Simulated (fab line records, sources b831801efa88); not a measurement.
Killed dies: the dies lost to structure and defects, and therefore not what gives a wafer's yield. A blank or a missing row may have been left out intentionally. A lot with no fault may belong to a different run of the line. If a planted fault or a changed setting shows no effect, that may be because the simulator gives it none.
fab line records | flow gf180mcu
[record] lots = 13 | wafers = 39 | last-day = 33
route steps=602 shown VT_IMPLANT@105 V3@431 V4@477
lots that met no fault: taken from a fault-free run of the same line
start-h: hours from the record's opening day to when the first of the lot's shown wafers began | wait-h: how many hours have passed since the lot's step before this one | " same as the row above | L1.1+2: several wafers, shown together as one row | - no value present, or no start provided | * or withheld: withheld | < > ~ a bound
route shown NAME@n: a module of which the file shows steps, and the number in the route of the first | usual: the fault-free wafers' mean and standard deviation | same: alike in all rows | chamber/n: place in a boat | sites: each site's reading | _std_site: standard deviation of those values | _edge_site: the outer-site mean with the inner-site mean subtracted | radius-mm: for every site, how far away it sits from the centre of the wafer | mask NAME#n: copy n | behind: the last tool/chamber to shape the wafer | hold: cause of the lot's hold/its duration in hours/its outcome | device: the n, p or np transistor that did not switch | end of line: at the end of the route, the tests of the same wafers | for a step that has no rows: nothing shown but its recipe | killed: the dies lost at the first sort to structure and to defects; this is not the yield of the wafer | map: the dies of a wafer, with x for killed, . for not killed, _ for no die there
set.NAME: the setting as run; set.NAME@STEP: as run at that earlier step | model.NAME: the simulator's own value behind a step, which no gauge read
one table for each step of the route and one row for each wafer, over a sample of lots
services: from which hour (start-h, from the record's first day; less than 0 if before it) a tool's chamber was out of use, for how many hours, and why
[[steps]]
[step GF_VT_IMPLANT_EXPOSE_15]
[recipe] mask-id = Nwell_LV_AREA | target-cd-nm = 860 | na = 0.6 | source-shape = conventional | sigma-outer = 0.6 | dose-mj = 140
[usual] exposure-dose-mJ-cm2 = 140.00/0.14 | reticle-temp-C = 23.01/0.11 | stage-vel-mm-s = 500.01/0.24
lot.wafer | tool             | chamber | start-h | wait-h | mask            | exposure-dose-mJ-cm2 | reticle-temp-C | stage-vel-mm-s
L263.3    | iline-stepper-01 | 0       | 117.50  | -      | Nwell_LV_AREA#0 | 140.03               | 23.12          | 499.95
L263.4    | "                | 0       | "       | "      | Nwell_LV_AREA#0 | 139.99               | 23.02          | 500.22
L263.5    | "                | 0       | "       | "      | Nwell_LV_AREA#0 | 139.89               | 23.01          | 500.17
L265.1    | iline-stepper-01 | 0       | 132.27  | -      | Nwell_LV_AREA#0 | 139.98               | 22.87          | 499.77
L265.3    | "                | 0       | "       | "      | Nwell_LV_AREA#0 | 140.14               | 23.04          | 499.87
L265.4    | "                | 0       | "       | "      | Nwell_LV_AREA#0 | 140.02               | 23.03          | 499.27
L266.3    | iline-stepper-02 | 0       | 134.81  | -      | Nwell_LV_AREA#0 | 139.96               | 22.97          | 500.10
L266.5    | "                | 0       | "       | "      | Nwell_LV_AREA#0 | 139.83               | 23.03          | 499.90
L266.6    | "                | 0       | "       | "      | Nwell_LV_AREA#0 | 139.66               | 22.98          | 500.06
L267.2    | iline-stepper-02 | 0       | 141.56  | -      | Nwell_LV_AREA#0 | 139.84               | 23.10          | 500.11
L267.3    | "                | 0       | "       | "      | Nwell_LV_AREA#0 | 140.09               | 23.09          | 500.01
L267.6    | "                | 0       | "       | "      | Nwell_LV_AREA#0 | 139.87               | 22.87          | 500.02
L268.3    | iline-stepper-02 | 0       | 155.33  | -      | Nwell_LV_AREA#0 | 140.18               | 23.08          | 499.95
L268.5    | "                | 0       | "       | "      | Nwell_LV_AREA#0 | 140.05               | 23.05          | 500.17
L268.6    | "                | 0       | "       | "      | Nwell_LV_AREA#0 | 140.10               | 22.86          | 499.85
L269.1    | iline-stepper-01 | 0       | 156.82  | -      | Nwell_LV_AREA#0 | 139.78               | 23.14          | 500.40
L269.4    | "                | 0       | "       | "      | Nwell_LV_AREA#0 | 139.83               | 23.15          | 500.65
L269.6    | "                | 0       | "       | "      | Nwell_LV_AREA#0 | 139.68               | 23.06          | 500.31
L270.1    | iline-stepper-01 | 0       | 163.94  | -      | Nwell_LV_AREA#0 | 139.93               | 23.13          | 500.06
L270.2    | "                | 0       | "       | "      | Nwell_LV_AREA#0 | 139.99               | 22.92          | 500.13
L270.3    | "                | 0       | "       | "      | Nwell_LV_AREA#0 | 140.01               | 22.82          | 500.08
L272.1    | iline-stepper-02 | 0       | 174.41  | -      | Nwell_LV_AREA#0 | 139.83               | 22.91          | 499.51
L272.3    | "                | 0       | "       | "      | Nwell_LV_AREA#0 | 140.19               | 22.89          | 499.56
L272.4    | "                | 0       | "       | "      | Nwell_LV_AREA#0 | 140.32               | 22.95          | 499.87
L273.1    | iline-stepper-02 | 0       | 179.94  | -      | Nwell_LV_AREA#0 | 140.07               | 23.09          | 500.31
L273.2    | "                | 0       | "       | "      | Nwell_LV_AREA#0 | 140.20               | 23.07          | 500.38
L273.6    | "                | 0       | "       | "      | Nwell_LV_AREA#0 | 140.12               | 23.12          | 500.48
L278.1    | iline-stepper-02 | 0       | 212.14  | -      | Nwell_LV_AREA#0 | 140.16               | 23.02          | 499.98
L278.4    | "                | 0       | "       | "      | Nwell_LV_AREA#0 | 140.13               | 22.95          | 500.40
L278.5    | "                | 0       | "       | "      | Nwell_LV_AREA#0 | 140.27               | 23.05          | 500.29
L280.3    | iline-stepper-01 | 0       | 223.60  | -      | Nwell_LV_AREA#0 | 151.13               | 23.04          | 499.85
L280.4    | "                | 0       | "       | "      | Nwell_LV_AREA#0 | 151.17               | 23.07          | 499.86
L280.6    | "                | 0       | "       | "      | Nwell_LV_AREA#0 | 151.38               | 23.13          | 499.88
L282.3    | iline-stepper-01 | 0       | 235.55  | -      | Nwell_LV_AREA#0 | 151.08               | 23.22          | 500.27
L282.5    | "                | 0       | "       | "      | Nwell_LV_AREA#0 | 151.11               | 22.86          | 500.30
L282.6    | "                | 0       | "       | "      | Nwell_LV_AREA#0 | 151.06               | 23.06          | 500.03
L283.2    | iline-stepper-01 | 0       | 243.80  | -      | Nwell_LV_AREA#0 | 151.17               | 23.01          | 499.92
L283.3    | "                | 0       | "       | "      | Nwell_LV_AREA#0 | 151.32               | 23.21          | 499.97
L283.5    | "                | 0       | "       | "      | Nwell_LV_AREA#0 | 151.34               | 23.07          | 500.19
[step GF_V3_CVD_02]
[recipe] material = SiO2 | target-thk-nm = 850 | precursor = TEOS | temp-c = 400 | time-s = 94.851 | rf-w = 600
[usual] heater-power-w = 684/87
lot.wafer | tool     | chamber | start-h | wait-h | heater-power-w | since-wet-clean-h
L263.3    | pecvd-04 | 1       | 496.08  | 0.0    | 779            | 113
L263.4    | "        | 2       | "       | "      | 543            | -
L263.5    | "        | 0       | "       | "      | 787            | -
L265.1    | pecvd-03 | 0       | 515.56  | 0.1    | 730            | 757
L265.3    | "        | 1       | "       | "      | 729            | 757
L265.4    | "        | 2       | "       | "      | 766            | -
L266.3    | pecvd-03 | 0       | 516.85  | 0.0    | 758            | 759
L266.5    | "        | 0       | "       | "      | 614            | -
L266.6    | "        | 1       | "       | "      | 606            | -
L267.2    | pecvd-01 | 1       | 525.78  | 0.0    | 571            | 351
L267.3    | "        | 0       | "       | "      | 656            | 351
L267.6    | "        | 1       | "       | "      | 616            | -
L268.3    | pecvd-03 | 2       | 540.19  | 0.0    | 752            | 782
L268.5    | "        | 0       | "       | "      | 750            | -
L268.6    | "        | 2       | "       | "      | 775            | -
L269.1    | pecvd-01 | 0       | 543.43  | 0.1    | 792            | 369
L269.4    | "        | 0       | "       | "      | 845            | -
L269.6    | "        | 2       | "       | "      | 687            | -
L270.1    | pecvd-01 | 2       | 558.56  | 0.1    | 602            | 384
L270.2    | "        | 1       | "       | "      | 581            | 384
L270.3    | "        | 0       | "       | "      | 839            | 384
L272.1    | pecvd-04 | 0       | 564.67  | 0.1    | 782            | 182
L272.3    | "        | 2       | "       | "      | 584            | 182
L272.4    | "        | 0       | "       | "      | 648            | -
L273.1    | pecvd-03 | 2       | 570.92  | 0.1    | 697            | 813
L273.2    | "        | 0       | "       | "      | 751            | 813
L273.6    | "        | 0       | "       | "      | 683            | -
L278.1    | pecvd-01 | 2       | 614.42  | 0.1    | 718            | 440
L278.4    | "        | 0       | "       | "      | 673            | -
L278.5    | "        | 2       | "       | "      | 551            | -
L280.3    | pecvd-01 | 1       | 629.97  | 0.0    | 605            | 455
L280.4    | "        | 0       | "       | "      | 794            | -
L280.6    | "        | 2       | "       | "      | 695            | -
L282.3    | pecvd-04 | 2       | 641.26  | 0.0    | 631            | 258
L282.5    | "        | 2       | "       | "      | 488            | -
L282.6    | "        | 1       | "       | "      | 631            | -
L283.2    | pecvd-01 | 0       | 650.18  | 0.0    | 770            | 476
L283.3    | "        | 1       | "       | "      | 616            | 476
L283.5    | "        | 2       | "       | "      | 686            | -
[step GF_V4_THK_MEAS_01]
[recipe] reads = SiO2_of_V4_CVD_00
[usual] V4_CVD_00_THK = 602/4.9
lot.wafer | tool          | chamber | start-h | wait-h | V4_CVD_00_THK[nm]
L263.3    | film-metro-01 | -       | 543.85  | 0.1    | 601
L263.4    | "             | -       | "       | "      | 603
L263.5    | "             | -       | "       | "      | 594
L265.1    | film-metro-01 | -       | 564.36  | 0.0    | 601
L265.3    | "             | -       | "       | "      | 600
L265.4    | "             | -       | "       | "      | 598
L266.3    | film-metro-02 | -       | 566.80  | 0.1    | 604
L266.5    | "             | -       | "       | "      | 601
L266.6    | "             | -       | "       | "      | 605
L267.2    | film-metro-02 | -       | 572.74  | 0.0    | 604
L267.3    | "             | -       | "       | "      | 606
L267.6    | "             | -       | "       | "      | 605
L268.3    | film-metro-02 | -       | 587.25  | 0.1    | 603
L268.5    | "             | -       | "       | "      | 603
L268.6    | "             | -       | "       | "      | 604
L269.1    | film-metro-01 | -       | 590.12  | 0.1    | 609
L269.4    | "             | -       | "       | "      | 603
L269.6    | "             | -       | "       | "      | 612
L270.1    | film-metro-04 | -       | 603.39  | 0.0    | 599
L270.2    | "             | -       | "       | "      | 600
L270.3    | "             | -       | "       | "      | 606
L272.1    | film-metro-04 | -       | 610.67  | 0.0    | 601
L272.3    | "             | -       | "       | "      | 600
L272.4    | "             | -       | "       | "      | 598
L273.1    | film-metro-04 | -       | 615.96  | 0.0    | 600
L273.2    | "             | -       | "       | "      | 595
L273.6    | "             | -       | "       | "      | 602
L278.1    | film-metro-04 | -       | 658.05  | 0.0    | 611
L278.4    | "             | -       | "       | "      | 611
L278.5    | "             | -       | "       | "      | 609
L280.3    | film-metro-02 | -       | 671.66  | 0.1    | 608
L280.4    | "             | -       | "       | "      | 601
L280.6    | "             | -       | "       | "      | 602
L282.3    | film-metro-01 | -       | 683.29  | 0.1    | 603
L282.5    | "             | -       | "       | "      | 599
L282.6    | "             | -       | "       | "      | 604
L283.2    | film-metro-02 | -       | 692.77  | 0.0    | 602
L283.3    | "             | -       | "       | "      | 606
L283.5    | "             | -       | "       | "      | 600
[step GF_V4_ETCH_16]
[recipe] chemistry = N2/H2 | target-depth-a = withheld | overetch-a = withheld | time-s = withheld | target = BARC | ion-energy-ev = 200 | source-w = 500 | bias-w = 100 | pressure-mtorr = 30 | n2-flow-sccm = 100 | h2-flow-sccm = 200
[usual] bias-w = 99.96/0.27 | drypump-motor-current-A = 5.7/0.36 | oes-product-au = 0.855/0.005 | throttle-valve-pct = 13.225/0.0086
lot.wafer | tool        | chamber | start-h | wait-h | bias-w | drypump-motor-current-A | oes-product-au | throttle-valve-pct
L263.3    | rie-diel-04 | 3       | 566.39  | 0.0    | 100.40 | 5.9                     | 0.857          | 13.218
L263.4    | "           | 1       | "       | "      | 99.81  | 5.8                     | 0.854          | 13.220
L263.5    | "           | 1       | "       | "      | 99.75  | 5.8                     | 0.860          | 13.226
L265.1    | rie-diel-04 | 0       | 586.76  | 0.0    | 100.27 | 5.5                     | 0.844          | 13.220
L265.3    | "           | 3       | "       | "      | 99.27  | 5.9                     | 0.846          | 13.219
L265.4    | "           | 1       | "       | "      | 100.03 | 5.8                     | 0.859          | 13.216
L266.3    | rie-diel-03 | 1       | 588.89  | 0.0    | 100.15 | 6.2                     | 0.851          | 13.220
L266.5    | "           | 2       | "       | "      | 100.15 | 5.2                     | 0.860          | 13.221
L266.6    | "           | 0       | "       | "      | 99.79  | 5.6                     | 0.855          | 13.223
L267.2    | rie-diel-04 | 1       | 595.09  | 0.0    | 100.26 | 5.8                     | 0.855          | 13.224
L267.3    | "           | 3       | "       | "      | 99.80  | 5.9                     | 0.854          | 13.217
L267.6    | "           | 3       | "       | "      | 99.47  | 5.9                     | 0.854          | 13.235
L268.3    | rie-diel-01 | 1       | 608.29  | 0.0    | 99.59  | 5.2                     | 0.848          | 13.230
L268.5    | "           | 0       | "       | "      | 99.63  | 6.4                     | 0.860          | 13.221
L268.6    | "           | 3       | "       | "      | 99.65  | 5.1                     | 0.849          | 13.216
L269.1    | rie-diel-03 | 1       | 612.04  | 0.0    | 100.02 | 6.2                     | 0.844          | 13.234
L269.4    | "           | 2       | "       | "      | 99.94  | 5.2                     | 0.852          | 13.210
L269.6    | "           | 2       | "       | "      | 99.91  | 5.2                     | 0.852          | 13.226
L270.1    | rie-diel-01 | 3       | 624.34  | 0.0    | 100.39 | 5.0                     | 0.862          | 13.230
L270.2    | "           | 2       | "       | "      | 99.69  | 5.6                     | 0.854          | 13.232
L270.3    | "           | 0       | "       | "      | 100.02 | 6.4                     | 0.851          | 13.199
L272.1    | rie-diel-03 | 3       | 631.71  | 0.0    | 99.78  | 5.4                     | 0.858          | 13.225
L272.3    | "           | 2       | "       | "      | 99.74  | 5.2                     | 0.856          | 13.226
L272.4    | "           | 0       | "       | "      | 100.25 | 5.6                     | 0.852          | 13.228
L273.1    | rie-diel-04 | 0       | 637.19  | 0.0    | 99.98  | 5.4                     | 0.857          | 13.229
L273.2    | "           | 2       | "       | "      | 100.04 | 5.6                     | 0.854          | 13.233
L273.6    | "           | 3       | "       | "      | 99.80  | 5.9                     | 0.852          | 13.223
L278.1    | rie-diel-03 | 1       | 678.16  | 0.0    | 100.45 | 6.2                     | 0.855          | 13.214
L278.4    | "           | 0       | "       | "      | 100.18 | 5.6                     | 0.851          | 13.223
L278.5    | "           | 1       | "       | "      | 100.11 | 6.2                     | 0.849          | 13.229
L280.3    | rie-diel-04 | 3       | 691.69  | 0.0    | 99.75  | 5.9                     | 0.858          | 13.237
L280.4    | "           | 2       | "       | "      | 99.94  | 5.7                     | 0.859          | 13.205
L280.6    | "           | 0       | "       | "      | 100.33 | 5.5                     | 0.855          | 13.233
L282.3    | rie-diel-04 | 1       | 703.09  | 0.0    | 99.76  | 5.8                     | 0.859          | 13.228
L282.5    | "           | 0       | "       | "      | 99.92  | 5.4                     | 0.851          | 13.242
L282.6    | "           | 1       | "       | "      | 99.84  | 5.8                     | 0.858          | 13.234
L283.2    | rie-diel-03 | 3       | 712.04  | 0.0    | 100.33 | 5.4                     | 0.850          | 13.222
L283.3    | "           | 1       | "       | "      | 99.81  | 6.2                     | 0.854          | 13.216
L283.5    | "           | 3       | "       | "      | 99.91  | 5.4                     | 0.849          | 13.222
[[services]]
tool             | chamber | start-h | hours | kind
rie-diel-04      | 1       | 107.72  | 18.9  | repair
rie-diel-04      | 2       | 110.18  | 2.1   | repair
rie-diel-04      | -       | 142.22  | 0.3   | repair
pecvd-01         | -       | 143.09  | 6.0   | pm
rie-diel-04      | 2       | 157.72  | 33.1  | repair
pecvd-01         | -       | 160.62  | 14.0  | pm
rie-diel-04      | 3       | 190.17  | 11.5  | repair
pecvd-01         | -       | 228.63  | 0.5   | repair
iline-stepper-02 | -       | 242.62  | 1.7   | pm
iline-stepper-01 | -       | 267.93  | 1.7   | pm
iline-stepper-02 | -       | 271.72  | 4.3   | pm
iline-stepper-02 | -       | 289.13  | 2.7   | repair
pecvd-01         | -       | 289.28  | 0.3   | repair
iline-stepper-02 | -       | 326.64  | 2.1   | pm
pecvd-01         | -       | 327.25  | 2.8   | pm
pecvd-01         | -       | 356.63  | 0.9   | repair
pecvd-01         | -       | 370.66  | 0.9   | repair
pecvd-01         | -       | 410.48  | 4.3   | pm
pecvd-01         | 2       | 414.98  | 5.0   | repair
rie-diel-04      | 0       | 424.07  | 3.3   | repair
iline-stepper-01 | -       | 427.63  | 4.4   | pm
rie-diel-04      | 0       | 435.66  | 1.3   | repair
iline-stepper-01 | -       | 487.05  | 1.7   | pm
iline-stepper-01 | -       | 704.24  | 1.7   | pm
[[key]]
[first-sign] step = GF_VT_IMPLANT_EXPOSE_15 | reading = exposure-dose-mJ-cm2 | direction = up | sigmas = 81 | usual = 140.00 | struck = 151.20
effect none on later readings
met-at GF_VT_IMPLANT_EXPOSE_15
struck-lots L280,L282,L283
tester-left-out L280,L282,L283
not-acting-at GF_V3_CVD_02,GF_V4_THK_MEAS_01,GF_V4_ETCH_16
onset-between 163.94 223.60
[fault] kind = process-parameter-drift | tool = iline-stepper-01 | chamber = - | onset-h = 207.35 | steps = GF_VT_IMPLANT_EXPOSE_15 | channel = dose-mj | offset = 11.276 | shape = step | acts-in = these-recipes-only | stated = 140
// tester-left-out: of these lots the tester's yield and bins aren't shown, on N5 and GAA mostly nor the transistor test; their killed dies are dies lost to structure and defects alone, not to doping, threshold or leakage, so they don't give the yield
